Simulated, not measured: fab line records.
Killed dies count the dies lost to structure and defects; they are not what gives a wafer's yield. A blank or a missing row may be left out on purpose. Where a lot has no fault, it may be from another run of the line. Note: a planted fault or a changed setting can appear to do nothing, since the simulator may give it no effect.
fab line records | flow gf180mcu
[record] lots = 11 | wafers = 33 | last-day = 34
route steps=602 shown STI@16 NWELL@49 PSD@257 CONTACT@310
lots that met no fault: taken from a fault-free run of the same line
start-h: the number of hours between the record's first day and the start of the first shown wafer of the lot | wait-h: hours from the lot's prior step to this one | " as in the row above | L1.1+2: a single row standing in for several wafers | - no value present, or no start provided | * or withheld: withheld | < > ~ a bound
route shown NAME@n: names a module that has steps shown in the file, with the first one's number in the route | usual: average and standard deviation across the fault-free wafers | same: alike in all rows | chamber/n: place in a boat | sites: the reading at each site | _std_site: standard deviation of those values | _edge_site: outer sites' mean less inner sites' | radius-mm: for every site, how far away it sits from the centre of the wafer | mask NAME#n: copy n | behind: the tool/chamber that last shaped the wafer | hold: cause of the lot's hold/its duration in hours/its outcome | device: transistor that didn't switch, given as n, p or np | end of line: tests run on the same wafers once the route is complete | a step without rows: its recipe alone | killed: not the wafer's yield, but the dies lost to structure and defects at the first sort | map: a wafer's dies, marking killed ones x, the rest . and places with no die _
set.NAME: setting as actually run; set.NAME@STEP: the setting as run at that earlier step | model.NAME: the simulator's own value behind a step, which no gauge read
the route's steps for a sample of lots (tables are steps, rows are wafers)
services: from which hour (start-h, from the record's first day; less than 0 if before it) a tool's chamber was out of use, for how many hours, and why
[[steps]]
[step GF_STI_STRIP_15]
[recipe] chemistry = O2/N2 | power-w = 1400 | pressure-mtorr = 1500 | platen-temp-c = 250 | o2-flow-sccm = 3000 | n2-flow-sccm = 300 | overash-fraction = 0.5
[usual] drypump-motor-current-A = 5.98/0.3 | heater-power-w = 345/29 | oes-product-au = 0.383/0.0049 | strip-time-to-endpoint-s = 3.72/0.046
lot.wafer | tool            | chamber | start-h | wait-h | drypump-motor-current-A | heater-power-w | oes-product-au | rf-hours-counter-h | strip-time-to-endpoint-s
L338.2    | plasma-asher-02 | 0       | 32.02   | 0.0    | 5.64                    | 346            | 0.389          | 37                 | 3.72
L338.3    | "               | 0       | "       | "      | 5.65                    | 348            | 0.377          | -                  | 3.79
L338.6    | "               | 0       | "       | "      | 5.65                    | 342            | 0.383          | -                  | 3.71
L340.1    | plasma-asher-01 | 1       | 40.22   | 0.0    | 6.49                    | 391            | 0.383          | 36                 | 3.68
L340.2    | "               | 0       | "       | "      | 6.10                    | 351            | 0.385          | 36                 | 3.74
L340.4    | "               | 0       | "       | "      | 6.10                    | 349            | 0.376          | -                  | 3.70
L341.2    | plasma-asher-04 | 0       | 46.72   | 0.0    | 6.18                    | 292            | 0.383          | 25                 | 3.79
L341.3    | "               | 1       | "       | "      | 5.91                    | 325            | 0.386          | -                  | 3.79
L341.6    | "               | 1       | "       | "      | 5.94                    | 320            | 0.384          | -                  | 3.69
L343.1    | plasma-asher-04 | 1       | 57.12   | 0.0    | 5.92                    | 325            | 0.386          | 26                 | 3.81
L343.2    | "               | 0       | "       | "      | 6.18                    | 305            | 0.383          | 26                 | 3.70
L343.5    | "               | 0       | "       | "      | 6.22                    | 304            | 0.378          | -                  | 3.70
L344.1    | plasma-asher-04 | 0       | 62.36   | 0.0    | 6.20                    | 293            | 0.389          | 27                 | 3.78
L344.3    | "               | 0       | "       | "      | 6.20                    | 301            | 0.381          | -                  | 3.74
L344.5    | "               | 1       | "       | "      | 5.92                    | 327            | 0.389          | -                  | 3.72
L346.2    | plasma-asher-01 | 0       | 72.16   | 0.0    | 6.09                    | 349            | 0.383          | 40                 | 3.67
L346.3    | "               | 1       | "       | "      | 6.53                    | 401            | 0.380          | -                  | 3.72
L346.5    | "               | 1       | "       | "      | 6.49                    | 402            | 0.381          | -                  | 3.69
L353.2    | plasma-asher-02 | 1       | 108.87  | 0.0    | 5.72                    | 341            | 0.379          | 43                 | 3.67
L353.5    | "               | 0       | "       | "      | 5.70                    | 342            | 0.386          | -                  | 3.72
L353.6    | "               | 1       | "       | "      | 5.70                    | 332            | 0.385          | -                  | 3.79
L354.1    | plasma-asher-02 | 1       | 112.82  | 0.0    | 5.69                    | 342            | 0.377          | 43                 | 3.70
L354.2    | "               | 0       | "       | "      | 5.64                    | 352            | 0.376          | 43                 | 3.68
L354.4    | "               | 1       | "       | "      | 5.70                    | 336            | 0.382          | -                  | 3.70
L355.3    | plasma-asher-02 | 1       | 119.75  | 0.1    | 5.71                    | 345            | 0.388          | -                  | 3.82
L355.4    | "               | 0       | "       | "      | 5.67                    | 344            | 0.381          | -                  | 3.64
L355.5    | "               | 0       | "       | "      | 5.67                    | 346            | 0.377          | -                  | 3.71
L358.1    | plasma-asher-01 | 1       | 134.12  | 0.0    | 6.52                    | 418            | 0.375          | 2                  | 3.60
L358.2    | "               | 0       | "       | "      | 6.10                    | 345            | 0.382          | 2                  | 3.71
L358.4    | "               | 1       | "       | "      | 6.54                    | 408            | 0.383          | -                  | 3.73
L360.1    | plasma-asher-01 | 0       | 145.07  | 0.0    | 6.11                    | 339            | 0.387          | 3                  | 3.69
L360.4    | "               | 0       | "       | "      | 6.12                    | 346            | 0.380          | -                  | 3.74
L360.6    | "               | 1       | "       | "      | 6.50                    | 410            | 0.378          | -                  | 3.71
[step GF_NWELL_OVL_MEAS_07]
[usual] NWELL_OVL = -0.2/1.4
lot.wafer | tool       | chamber | start-h | wait-h | NWELL_OVL[nm]
L338.2    | overlay-02 | -       | 61.75   | -      | 0.0
L338.3    | "          | -       | "       | "      | -0.6
L338.6    | "          | -       | "       | "      | 0.6
L340.1    | overlay-02 | -       | 71.35   | -      | 1.6
L340.2    | "          | -       | "       | "      | 1.1
L340.4    | "          | -       | "       | "      | 1.0
L341.2    | overlay-02 | -       | 77.15   | -      | -1.2
L341.3    | "          | -       | "       | "      | -1.4
L341.6    | "          | -       | "       | "      | -0.7
L343.1    | overlay-02 | -       | 88.20   | -      | 0.1
L343.2    | "          | -       | "       | "      | 0.6
L343.5    | "          | -       | "       | "      | 0.8
L344.1    | overlay-02 | -       | 93.30   | -      | -0.1
L344.3    | "          | -       | "       | "      | -0.5
L344.5    | "          | -       | "       | "      | 0.2
L346.2    | overlay-01 | -       | 103.61  | -      | -2.0
L346.3    | "          | -       | "       | "      | -0.6
L346.5    | "          | -       | "       | "      | -1.8
L353.2    | overlay-02 | -       | 143.76  | -      | -0.5
L353.5    | "          | -       | "       | "      | -0.6
L353.6    | "          | -       | "       | "      | -1.1
L354.1    | overlay-01 | -       | 147.44  | -      | -1.8
L354.2    | "          | -       | "       | "      | -1.4
L354.4    | "          | -       | "       | "      | -1.2
L355.3    | overlay-02 | -       | 156.31  | -      | 0.6
L355.4    | "          | -       | "       | "      | -0.7
L355.5    | "          | -       | "       | "      | 0.5
L358.1    | overlay-02 | -       | 170.25  | -      | -0.7
L358.2    | "          | -       | "       | "      | -1.0
L358.4    | "          | -       | "       | "      | -0.8
L360.1    | overlay-02 | -       | 181.94  | -      | -2.1
L360.4    | "          | -       | "       | "      | -1.4
L360.6    | "          | -       | "       | "      | -1.1
[step GF_PSD_IMPLANT_09]
[recipe] species = BF2 | energy-kev = 40 | dose-cm2 = 1.5e+15 | tilt-deg = 7
[usual] dose-ions-cm2 = 1.5001e+15/1.6e+12 | end-station-pressure-torr = 1.17e-05/6e-07 | faraday-current-uA = 8244/170
lot.wafer | tool         | chamber | start-h | wait-h | dose-ions-cm2 | end-station-pressure-torr | faraday-current-uA
L338.2    | implanter-04 | 0       | 326.75  | 0.1    | 1.5016e+15    | 1.1e-05                   | 8354
L338.3    | "            | 0       | "       | "      | 1.5006e+15    | 1.18e-05                  | 8064
L338.6    | "            | 0       | "       | "      | 1.4999e+15    | 1.07e-05                  | 8184
L340.1    | implanter-02 | 0       | 342.69  | 0.0    | 1.5016e+15    | 1.25e-05                  | 7819
L340.2    | "            | 0       | "       | "      | 1.5015e+15    | 1.13e-05                  | 8315
L340.4    | "            | 0       | "       | "      | 1.5008e+15    | 1.27e-05                  | 8273
L341.2    | implanter-02 | 0       | 353.43  | 0.0    | 1.4981e+15    | 1.13e-05                  | 8181
L341.3    | "            | 0       | "       | "      | 1.497e+15     | 1.25e-05                  | 8246
L341.6    | "            | 0       | "       | "      | 1.5005e+15    | 1.05e-05                  | 8304
L343.1    | implanter-02 | 0       | 368.40  | 0.0    | 1.4991e+15    | 1.18e-05                  | 8224
L343.2    | "            | 0       | "       | "      | 1.5025e+15    | 1.14e-05                  | 8386
L343.5    | "            | 0       | "       | "      | 1.4983e+15    | 1.32e-05                  | 8231
L344.1    | implanter-02 | 0       | 379.15  | 0.0    | 9.377e+14     | 9.1e-06                   | 5174
L344.3    | "            | 0       | "       | "      | 9.373e+14     | 9.8e-06                   | 5244
L344.5    | "            | 0       | "       | "      | 9.355e+14     | 9.8e-06                   | 5166
L346.2    | implanter-02 | 0       | 394.03  | 0.0    | 9.389e+14     | 8.6e-06                   | 5055
L346.3    | "            | 0       | "       | "      | 9.378e+14     | 9e-06                     | 5158
L346.5    | "            | 0       | "       | "      | 9.347e+14     | 9e-06                     | 5161
L353.2    | implanter-03 | 0       | 459.59  | 0.0    | 1.5009e+15    | 1.18e-05                  | 8127
L353.5    | "            | 0       | "       | "      | 1.5016e+15    | 1.16e-05                  | 8344
L353.6    | "            | 0       | "       | "      | 1.5013e+15    | 1.14e-05                  | 8166
L354.1    | implanter-04 | 0       | 464.40  | 0.0    | 1.5015e+15    | 1.11e-05                  | 8300
L354.2    | "            | 0       | "       | "      | 1.5023e+15    | 1.19e-05                  | 8362
L354.4    | "            | 0       | "       | "      | 1.5029e+15    | 1.17e-05                  | 8297
L355.3    | implanter-04 | 0       | 479.60  | 0.1    | 1.4989e+15    | 1.11e-05                  | 8063
L355.4    | "            | 0       | "       | "      | 1.5003e+15    | 1.09e-05                  | 8555
L355.5    | "            | 0       | "       | "      | 1.4988e+15    | 1.19e-05                  | 8260
L358.1    | implanter-02 | 0       | 497.34  | 0.0    | 1.5e+15       | 1.17e-05                  | 8201
L358.2    | "            | 0       | "       | "      | 1.5013e+15    | 1.23e-05                  | 7944
L358.4    | "            | 0       | "       | "      | 1.4999e+15    | 1.05e-05                  | 8179
L360.1    | implanter-03 | 0       | 517.85  | 0.0    | 1.5011e+15    | 1.24e-05                  | 8279
L360.4    | "            | 0       | "       | "      | 1.5042e+15    | 1.25e-05                  | 8478
L360.6    | "            | 0       | "       | "      | 1.5025e+15    | 1.22e-05                  | 8295
[step GF_PSD_STRIP_10]
[recipe] chemistry = O2/N2 | power-w = 1400 | pressure-mtorr = 1500 | platen-temp-c = 250 | o2-flow-sccm = 3000 | n2-flow-sccm = 300 | overash-fraction = 0.5
[usual] drypump-motor-current-A = 5.8/0.53 | heater-power-w = 367/35 | oes-product-au = 0.592/0.0047 | strip-time-to-endpoint-s = 16.51/0.036
lot.wafer | tool            | chamber | start-h | wait-h | drypump-motor-current-A | heater-power-w | oes-product-au | rf-hours-counter-h | strip-time-to-endpoint-s
L338.2    | plasma-asher-02 | 1       | 326.88  | 0.1    | 5.7                     | 346            | 0.598          | 65                 | 16.52
L338.3    | "               | 1       | "       | "      | 5.7                     | 340            | 0.592          | -                  | 16.48
L338.6    | "               | 0       | "       | "      | 5.7                     | 343            | 0.590          | -                  | 16.52
L340.1    | plasma-asher-02 | 0       | 342.84  | 0.1    | 5.6                     | 342            | 0.584          | 67                 | 16.55
L340.2    | "               | 1       | "       | "      | 5.7                     | 332            | 0.587          | 67                 | 16.54
L340.4    | "               | 1       | "       | "      | 5.7                     | 340            | 0.592          | -                  | 16.51
L341.2    | plasma-asher-02 | 0       | 353.55  | 0.1    | 5.7                     | 348            | 0.586          | 68                 | 16.49
L341.3    | "               | 1       | "       | "      | 5.7                     | 344            | 0.596          | -                  | 16.49
L341.6    | "               | 1       | "       | "      | 5.7                     | 343            | 0.595          | -                  | 16.50
L343.1    | plasma-asher-01 | 1       | 368.55  | 0.1    | 6.5                     | 412            | 0.590          | 26                 | 16.55
L343.2    | "               | 0       | "       | "      | 6.1                     | 337            | 0.591          | 26                 | 16.60
L343.5    | "               | 1       | "       | "      | 6.5                     | 407            | 0.589          | -                  | 16.56
L344.1    | plasma-asher-03 | 0       | 379.30  | 0.1    | 6.0                     | 410            | 0.623          | 76                 | 15.11
L344.3    | "               | 1       | "       | "      | 4.8                     | 354            | 0.624          | -                  | 15.13
L344.5    | "               | 0       | "       | "      | 6.0                     | 406            | 0.626          | -                  | 15.12
L346.2    | plasma-asher-03 | 0       | 394.15  | 0.1    | 6.0                     | 414            | 0.629          | 78                 | 15.04
L346.3    | "               | 0       | "       | "      | 6.0                     | 425            | 0.624          | -                  | 15.01
L346.5    | "               | 0       | "       | "      | 6.0                     | 425            | 0.632          | -                  | 15.04
L353.2    | plasma-asher-01 | 0       | 459.72  | 0.1    | 6.1                     | 339            | 0.589          | 34                 | 16.46
L353.5    | "               | 0       | "       | "      | 6.1                     | 339            | 0.598          | -                  | 16.43
L353.6    | "               | 1       | "       | "      | 6.5                     | 402            | 0.594          | -                  | 16.42
L354.1    | plasma-asher-01 | 1       | 464.55  | 0.1    | 6.5                     | 412            | 0.594          | 35                 | 16.52
L354.2    | "               | 0       | "       | "      | 6.1                     | 345            | 0.598          | 35                 | 16.56
L354.4    | "               | 1       | "       | "      | 6.5                     | 414            | 0.587          | -                  | 16.51
L355.3    | plasma-asher-01 | 0       | 479.73  | 0.1    | 6.1                     | 333            | 0.588          | -                  | 16.46
L355.4    | "               | 1       | "       | "      | 6.5                     | 411            | 0.588          | -                  | 16.49
L355.5    | "               | 1       | "       | "      | 6.5                     | 407            | 0.589          | -                  | 16.49
L358.1    | plasma-asher-02 | 1       | 497.49  | 0.1    | 5.8                     | 329            | 0.602          | 7                  | 16.52
L358.2    | "               | 0       | "       | "      | 5.7                     | 340            | 0.592          | 7                  | 16.54
L358.4    | "               | 0       | "       | "      | 5.7                     | 339            | 0.597          | -                  | 16.49
L360.1    | plasma-asher-03 | 0       | 518.00  | 0.1    | 6.0                     | 433            | 0.589          | 92                 | 16.52
L360.4    | "               | 1       | "       | "      | 4.8                     | 352            | 0.605          | -                  | 16.54
L360.6    | "               | 1       | "       | "      | 4.8                     | 356            | 0.592          | -                  | 16.56
[step GF_PSD_TW_MEAS_11]
[usual] PSD_TW = 3160/20
lot.wafer | tool          | chamber | start-h | wait-h | PSD_TW
L338.2    | film-metro-04 | -       | 326.99  | 0.1    | 3156
L338.3    | "             | -       | "       | "      | 3150
L338.6    | "             | -       | "       | "      | 3137
L340.1    | film-metro-03 | -       | 342.94  | 0.1    | 3196
L340.2    | "             | -       | "       | "      | 3208
L340.4    | "             | -       | "       | "      | 3211
L341.2    | film-metro-01 | -       | 353.66  | 0.1    | 3137
L341.3    | "             | -       | "       | "      | 3128
L341.6    | "             | -       | "       | "      | 3147
L343.1    | film-metro-04 | -       | 368.65  | 0.1    | 3167
L343.2    | "             | -       | "       | "      | 3173
L343.5    | "             | -       | "       | "      | 3167
L344.1    | film-metro-04 | -       | 379.40  | 0.1    | 2848
L344.3    | "             | -       | "       | "      | 2867
L344.5    | "             | -       | "       | "      | 2867
L346.2    | film-metro-04 | -       | 394.26  | 0.1    | 2824
L346.3    | "             | -       | "       | "      | 2821
L346.5    | "             | -       | "       | "      | 2831
L353.2    | film-metro-04 | -       | 459.83  | 0.1    | 3171
L353.5    | "             | -       | "       | "      | 3156
L353.6    | "             | -       | "       | "      | 3156
L354.1    | film-metro-01 | -       | 464.65  | 0.1    | 3174
L354.2    | "             | -       | "       | "      | 3165
L354.4    | "             | -       | "       | "      | 3177
L355.3    | film-metro-04 | -       | 479.82  | 0.1    | 3164
L355.4    | "             | -       | "       | "      | 3168
L355.5    | "             | -       | "       | "      | 3167
L358.1    | film-metro-04 | -       | 497.59  | 0.1    | 3153
L358.2    | "             | -       | "       | "      | 3151
L358.4    | "             | -       | "       | "      | 3155
L360.1    | film-metro-04 | -       | 518.10  | 0.1    | 3142
L360.4    | "             | -       | "       | "      | 3180
L360.6    | "             | -       | "       | "      | 3166
[step GF_PSD_RS_MEAS_15]
[recipe] thk-meas-gauge = four-point-probe
[usual] PSD_RS = 108.56/0.28
lot.wafer | tool          | chamber | start-h | wait-h | PSD_RS[ohm/sq]
L338.2    | film-metro-04 | -       | 327.32  | 0.1    | 108.54
L338.3    | "             | -       | "       | "      | 108.54
L338.6    | "             | -       | "       | "      | 108.68
L340.1    | film-metro-04 | -       | 343.34  | 0.1    | 108.45
L340.2    | "             | -       | "       | "      | 108.52
L340.4    | "             | -       | "       | "      | 108.30
L341.2    | film-metro-04 | -       | 353.99  | 0.1    | 108.68
L341.3    | "             | -       | "       | "      | 108.89
L341.6    | "             | -       | "       | "      | 108.98
L343.1    | film-metro-03 | -       | 368.97  | 0.1    | 108.51
L343.2    | "             | -       | "       | "      | 108.38
L343.5    | "             | -       | "       | "      | 108.25
L344.1    | film-metro-03 | -       | 379.71  | 0.1    | 139.00
L344.3    | "             | -       | "       | "      | 138.31
L344.5    | "             | -       | "       | "      | 138.62
L346.2    | film-metro-01 | -       | 394.58  | 0.1    | 140.24
L346.3    | "             | -       | "       | "      | 140.95
L346.5    | "             | -       | "       | "      | 140.69
L353.2    | film-metro-04 | -       | 460.15  | 0.1    | 107.95
L353.5    | "             | -       | "       | "      | 108.50
L353.6    | "             | -       | "       | "      | 108.32
L354.1    | film-metro-03 | -       | 464.96  | 0.1    | 108.22
L354.2    | "             | -       | "       | "      | 108.31
L354.4    | "             | -       | "       | "      | 108.41
L355.3    | film-metro-03 | -       | 480.21  | 0.1    | 108.62
L355.4    | "             | -       | "       | "      | 108.23
L355.5    | "             | -       | "       | "      | 108.37
L358.1    | film-metro-04 | -       | 497.90  | 0.1    | 108.25
L358.2    | "             | -       | "       | "      | 108.11
L358.4    | "             | -       | "       | "      | 107.86
L360.1    | film-metro-01 | -       | 518.42  | 0.1    | 108.61
L360.4    | "             | -       | "       | "      | 108.83
L360.6    | "             | -       | "       | "      | 108.75
[step GF_CONTACT_SPUTTER_23]
[recipe] material = TiN | target-thk-nm = 10 | chamber-pressure-pa = 5 | power-w = 4000 | time-s = 40
[usual] throttle-valve-pct = 29.7/0.88
lot.wafer | tool           | chamber | start-h | wait-h | throttle-valve-pct
L338.2    | pvd-sputter-01 | -       | 372.87  | 0.0    | 28.8
L338.3    | "              | -       | "       | "      | 31.4
L338.6    | "              | -       | "       | "      | 31.5
L340.1    | pvd-sputter-04 | -       | 389.58  | 0.0    | 29.4
L340.2    | "              | -       | "       | "      | 29.1
L340.4    | "              | -       | "       | "      | 30.3
L341.2    | pvd-sputter-01 | -       | 401.42  | 0.0    | 31.3
L341.3    | "              | -       | "       | "      | 28.9
L341.6    | "              | -       | "       | "      | 29.1
L343.1    | pvd-sputter-04 | -       | 417.22  | 0.0    | 29.9
L343.2    | "              | -       | "       | "      | 29.2
L343.5    | "              | -       | "       | "      | 29.2
L344.1    | pvd-sputter-02 | -       | 429.42  | 0.0    | 29.4
L344.3    | "              | -       | "       | "      | 29.9
L344.5    | "              | -       | "       | "      | 29.6
L346.2    | pvd-sputter-02 | -       | 445.49  | 0.0    | 29.3
L346.3    | "              | -       | "       | "      | 29.7
L346.5    | "              | -       | "       | "      | 29.5
L353.2    | pvd-sputter-01 | -       | 510.27  | 0.0    | 28.8
L353.5    | "              | -       | "       | "      | 28.8
L353.6    | "              | -       | "       | "      | 31.2
L354.1    | pvd-sputter-02 | -       | 516.23  | 0.0    | 29.4
L354.2    | "              | -       | "       | "      | 30.0
L354.4    | "              | -       | "       | "      | 31.3
L355.3    | pvd-sputter-04 | -       | 530.42  | 0.0    | 30.8
L355.4    | "              | -       | "       | "      | 29.8
L355.5    | "              | -       | "       | "      | 30.0
L358.1    | pvd-sputter-01 | -       | 546.72  | 0.0    | 29.0
L358.2    | "              | -       | "       | "      | 28.7
L358.4    | "              | -       | "       | "      | 31.2
L360.1    | pvd-sputter-04 | -       | 566.98  | 0.0    | 30.4
L360.4    | "              | -       | "       | "      | 29.3
L360.6    | "              | -       | "       | "      | 29.1
[[services]]
tool            | chamber | start-h | hours | kind
plasma-asher-02 | -       | 39.93   | 30.3  | pm
pvd-sputter-04  | -       | 42.75   | 3.6   | repair
pvd-sputter-04  | -       | 76.42   | 7.4   | repair
plasma-asher-01 | -       | 108.75  | 9.0   | pm
plasma-asher-01 | -       | 113.90  | 4.1   | repair
plasma-asher-02 | -       | 114.91  | 2.2   | repair
plasma-asher-01 | -       | 126.86  | 0.5   | repair
implanter-02    | -       | 159.34  | 2.1   | repair
plasma-asher-02 | -       | 170.73  | 2.7   | repair
implanter-02    | -       | 174.09  | 7.1   | repair
plasma-asher-02 | -       | 212.18  | 0.7   | repair
implanter-02    | -       | 242.15  | 0.8   | repair
plasma-asher-01 | -       | 304.10  | 3.2   | repair
plasma-asher-02 | -       | 315.46  | 2.8   | pm
implanter-02    | -       | 325.13  | 3.7   | repair
implanter-02    | -       | 350.07  | 3.3   | pm
implanter-02    | -       | 418.32  | 4.6   | pm
plasma-asher-02 | -       | 421.25  | 9.0   | pm
plasma-asher-01 | -       | 427.12  | 15.2  | repair
plasma-asher-02 | -       | 449.29  | 10.0  | pm
implanter-02    | -       | 466.87  | 1.3   | repair
plasma-asher-02 | -       | 540.36  | 0.5   | repair
plasma-asher-01 | -       | 546.91  | 2.6   | repair
implanter-02    | -       | 555.92  | 7.5   | repair
[[key]]
[first-sign] step = GF_PSD_IMPLANT_09 | reading = dose-ions-cm2 | direction = down | sigmas = 99+ | usual = 1.5001e+15 | struck = 9.37e+14
[effect] step = GF_PSD_IMPLANT_09 | reading = faraday-current-uA | direction = down | sigmas = 18 | usual = 8244 | struck = 5160
[effect] step = GF_PSD_STRIP_10 | reading = strip-time-to-endpoint-s | direction = down | sigmas = 39 | usual = * | struck = *
[effect] step = GF_PSD_TW_MEAS_11 | reading = PSD_TW | direction = down | sigmas = 16 | usual = 3160 | struck = 2843
[effect] step = GF_PSD_RS_MEAS_15 | reading = PSD_RS | direction = up | sigmas = 99+ | usual = 108.56 | struck = 139.64
met-at GF_PSD_IMPLANT_09
struck-lots L344,L346
tester-left-out L344,L346
not-acting-at GF_STI_STRIP_15,GF_NWELL_OVL_MEAS_07,GF_CONTACT_SPUTTER_23
onset-between 368.40 379.15
[fault] kind = process-parameter-drift | tool = implanter-02 | chamber = - | onset-h = 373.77 | steps = GF_PSD_IMPLANT_09 | channel = dose-cm2 | offset = -5.6377e+14 | shape = step | end-h = 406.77 | acts-in = these-recipes-only | stated = 1.5e+15
// tester-left-out: of these lots the tester's yield and bins aren't shown, on N5 and GAA mostly nor the transistor test; their killed dies are dies lost to structure and defects alone, not to doping, threshold or leakage, so they don't give the yield
